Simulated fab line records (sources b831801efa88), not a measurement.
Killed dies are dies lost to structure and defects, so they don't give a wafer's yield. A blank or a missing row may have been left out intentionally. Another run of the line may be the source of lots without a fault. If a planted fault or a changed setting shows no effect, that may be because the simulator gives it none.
One fault through the eyes of 2 desks	flow sky130	each desk holds nothing but its own numbers, with what lay behind them at the end

AT THE TOOL OWNER'S DESK: implanter-04
The tool's own readings at SKY_PWDE_IMPLANT_08: means of the sampled wafers that have a number, for each lot that ran on this tool. Marked OUT: a lot whose mean sits more than 4 standard deviations from the usual mean, which makes it out of limits; the brackets give that distance.
Columns: A = dose ions cm2 at SKY_PWDE_IMPLANT_08, usual 3.601e+12; B = faraday current uA at SKY_PWDE_IMPLANT_08, usual 20.3
lot	first seen here	A	B
L668	day 3 22:11	3.602e+12	20.4
L669	day 4 00:32	3.602e+12	20.7
L671	day 4 10:23	3.601e+12	19.8
L675	day 5 08:03	3.608e+12	20.3
L680	day 7 00:46	4.023e+12 (+99 or more) OUT	22.7 (+5.7) OUT
L684	day 7 15:38	4.022e+12 (+99 or more) OUT	22.1 (+4.4) OUT
Finding of this desk: L680, L684 out of limits; the first was L680 at day 7 00:46, on dose ions cm2 at SKY_PWDE_IMPLANT_08. L668, L669, L671, L675: within limits.

THE METROLOGY DESK
Lot by lot, what the gauges showed, no matter which tool ran the lot: averages of those sampled wafers that carry a number. Marked OUT: a lot whose mean sits more than 4 standard deviations from the usual mean, which makes it out of limits; the brackets give that distance.
Columns: A = FIELD_ISO_OXIDATION_01_THK at SKY_FIELD_ISO_THK_MEAS_23, usual 9.95 nm; B = PWDE_TW at SKY_PWDE_TW_MEAS_10, usual 373; C = NWELL_01_OVL at SKY_NWELL_OVL_MEAS_23, usual 1.0 nm; D = PWDE_RS at SKY_NWELL_RS_MEAS_31, usual 5275 ohm/sq
lot	first seen here	A	B	C	D
L668	day 2 09:16	10.13	370	0.8	5261
L669	day 2 11:47	10.10	374	0.6	5287
L670	day 2 17:38	9.89	370	0.8	5281
L671	day 2 22:32	9.68	370	-0.4	5267
L673	day 3 08:08	10.03	371	1.9	5288
L675	day 3 19:36	10.13	372	0.1	5242
L680	day 5 02:29	10.09	388 (+4.4) OUT	1.8	4839 (-23) OUT
L684	day 5 21:50	9.75	382	0.5	4852 (-22) OUT
L686	day 6 06:34	10.21	369	1.1	5275
L687	day 6 10:37	9.97	379	2.0	5280
L689	day 6 19:47	9.76	374	-0.3	5284
L690	day 7 01:35	9.57	376	2.4	5247
L691	day 7 06:13	9.77	375	2.4	5297
This desk's result: L680, L684 out of limits, first on L680 (PWDE_TW at SKY_PWDE_TW_MEAS_10), day 7 01:01. L668, L669, L670, L671, L673, L675, L686, L687, L689, L690, L691: within limits.

BROUGHT TOGETHER
At day 7 00:46, on L680, L684, the tool owner's desk was in a position to raise an alarm.
An alarm was possible from the metrology desk at day 7 01:01, on L680, L684.
SKY_PWDE_IMPLANT_08 was run on implanter-04 by each of the lots named.

WHAT THE SIMULATOR PUT IN
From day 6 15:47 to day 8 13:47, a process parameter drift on implanter-04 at SKY_PWDE_IMPLANT_08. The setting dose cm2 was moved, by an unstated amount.
Lots struck among those shown: L680, L684.
Counting hours from when the fault started, the first reading out of limits came at 9 for the tool owner's desk and at 9 for the metrology desk.
